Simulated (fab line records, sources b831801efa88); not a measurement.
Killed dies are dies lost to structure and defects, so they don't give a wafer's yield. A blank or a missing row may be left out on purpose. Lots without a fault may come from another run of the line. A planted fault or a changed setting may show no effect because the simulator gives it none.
Which tool did it? | flow gf180mcu | 6 lots, 18 wafers sampled, at 1 step of a route of 602

WHAT THE GAUGES READ, wafer by wafer
GF_M4_THK_MEAS_06: measures by xrf.
lot  | measured     | on            | M4_ALCU_THK (nm)
L504 | day 23 17:22 | film_metro-01 | 432 429 429
L506 | day 24 07:34 | film_metro-01 | 439 441 439
L509 | day 25 02:28 | film_metro-01 | 442 447 440
L511 | day 25 11:06 | film_metro-02 | 445 444 450
L513 | day 26 11:28 | film_metro-01 | 435 434 437
L517 | day 27 18:48 | film_metro-01 | 447 441 444

WHICH TOOL RAN EACH LOT (tool, then ch and the chambers of the sampled wafers, then the start)
The record holds no process step before these readings.

THE ANSWER, worked out from the rows above alone
Rule: what is usual is taken from the lots themselves. Put in order of their means at a reading, lots are off if they are a third of the lots or fewer, leave a main group of 4 or more, and stand apart from it by a gap of 3 or more times the standard deviation of the main group's means; of several such gaps the widest counts. A main group whose means are all the same, to the digits that the tables above print for the reading, isn't used. A lot without any number at a reading at which 4 lots or more have one is off too. The other lots that the step has rows for count as sound.
No lot is off at any reading shown: from this, nothing can be told.

WHAT THE SIMULATOR HAD PUT IN
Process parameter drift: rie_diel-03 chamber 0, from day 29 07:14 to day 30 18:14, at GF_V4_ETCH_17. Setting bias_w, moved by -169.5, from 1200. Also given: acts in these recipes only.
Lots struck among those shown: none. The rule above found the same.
